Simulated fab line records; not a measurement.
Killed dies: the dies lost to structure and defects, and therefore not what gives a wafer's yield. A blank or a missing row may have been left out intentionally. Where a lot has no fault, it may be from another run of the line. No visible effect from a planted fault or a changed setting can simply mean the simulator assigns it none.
Split-lot experiment	flow gf180mcu	5 lots, 23 wafers read, on a route of 602 steps

## THE SPLIT ITSELF
At GF_SALICIDE_SPUTTER_03 (material TiN, target thk 20 nm, time 16.7 s), the setting power w was moved away from the recipe's 6500 W on 8 of the 23 wafers read, by -8.9% to +6.3%. For the rest of the wafers, this setting stayed at what the recipe calls for.

There is no step in the file separating the split from the reading.

## THE READING
SALICIDE_TIN_THK, in nm, at GF_SALICIDE_THK_MEAS_05 (measures by xrf). On this fab line, fault-free wafers typically give 19.80 nm with a standard deviation of 0.25 nm.

wafer	tool, chamber at the split	power w as run, W	against the recipe	SALICIDE_TIN_THK, nm	against lot-mates on the recipe
L076.2	pvd sputter-02, -	5982	-8.0%	18.61	-1.35
L076.3	pvd sputter-02, -	6500	recipe	20.11	-
L076.4	pvd sputter-02, -	6500	recipe	19.96	-
L076.5	pvd sputter-02, -	5982	-8.0%	18.64	-1.32
L076.6	pvd sputter-02, -	6500	recipe	19.80	-
L077.1	pvd sputter-02, -	6500	recipe	19.35	-
L077.2	pvd sputter-02, -	6500	recipe	19.47	-
L077.6	pvd sputter-02, -	6500	recipe	19.56	-
L080.1	pvd sputter-04, -	6500	recipe	19.96	-
L080.2	pvd sputter-04, -	6500	recipe	19.88	-
L080.3	pvd sputter-04, -	5919	-8.9%	17.98	-1.96
L080.5	pvd sputter-04, -	6500	recipe	19.99	-
L080.6	pvd sputter-04, -	5919	-8.9%	18.41	-1.53
L082.1	pvd sputter-04, -	6500	recipe	19.92	-
L082.2	pvd sputter-04, -	6908	+6.3%	21.07	+1.32
L082.3	pvd sputter-04, -	6500	recipe	19.66	-
L082.5	pvd sputter-04, -	6500	recipe	19.67	-
L082.6	pvd sputter-04, -	6908	+6.3%	20.92	+1.17
L084.1	pvd sputter-01, -	6091	-6.3%	18.89	-0.96
L084.2	pvd sputter-01, -	6500	recipe	20.06	-
L084.3	pvd sputter-01, -	6500	recipe	19.49	-
L084.5	pvd sputter-01, -	6500	recipe	20.01	-
L084.6	pvd sputter-01, -	6091	-6.3%	18.73	-1.12

FIT RESULTS
A straight line over all 23 wafers: SALICIDE_TIN_THK changes by +0.17 nm for each +1% of power w; r = +0.96; the points scatter about the line by 0.22 nm.
The same after taking each lot's own level away (the mean of its wafers on the recipe; 23 wafers): +0.184 nm for each +1%; r = +0.98; scatter 0.16 nm.
That fit puts the effect of the largest move of power w on the reading at 1.6 nm.
Measured against the standard deviation above, the lots' own levels, which go from 19.460 to 19.957 nm, span 2.0 times it.
The two slopes agree, so the slope changes little with the lot-to-lot level.
Check: for one of the wafers moved furthest among these (-8.9%), held out of the fit, the line's prediction against its lot-mates is -1.55 nm. Against them it came out at -1.96 nm.

## OTHER SPLITS APPLIED TO THESE WAFERS
These wafers also went through other splits before the reading. Each is held against what the fit with the lots' levels taken away leaves over:
other split on the same wafers	wafers away from the commonest value	r with SALICIDE_TIN_THK (lot level and that fit taken away)
GF_HV_LDD_SOFTBAKE_03 temp c	11	-0.24
GF_HV_LDD_IMPLANT_34 dose cm2	9	-0.03
GF_HV_LDD_IMPLANT_48 energy kev	8	-0.06
GF_NSD_COAT_02 resist thk nm	6	+0.01
GF_NSD_IMPLANT_10 energy kev	8	-0.05
GF_SAB_COAT_04 resist thk nm	11	+0.02

## THE WHOLE CHAIN: every reading that the file lists as answering this split, in the file's order
step	what it does	reading	change (the file's fit)	r (the file's)
GF_SALICIDE_SPUTTER_03	material TiN, target thk 20 nm, time 16.7 s	TiN_of_SALICIDE_SPUTTER_03.thk nm (the simulator's own value, which no gauge read)	+0.185 nm for each +1% of the setting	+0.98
GF_SALICIDE_THK_MEAS_05	measures by xrf	SALICIDE_TIN_THK	+0.183 for each +1% of the setting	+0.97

## THE FILE'S OWN FIT
SALICIDE_TIN_THK changes by +0.183 nm for each +1% of power w, r = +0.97.
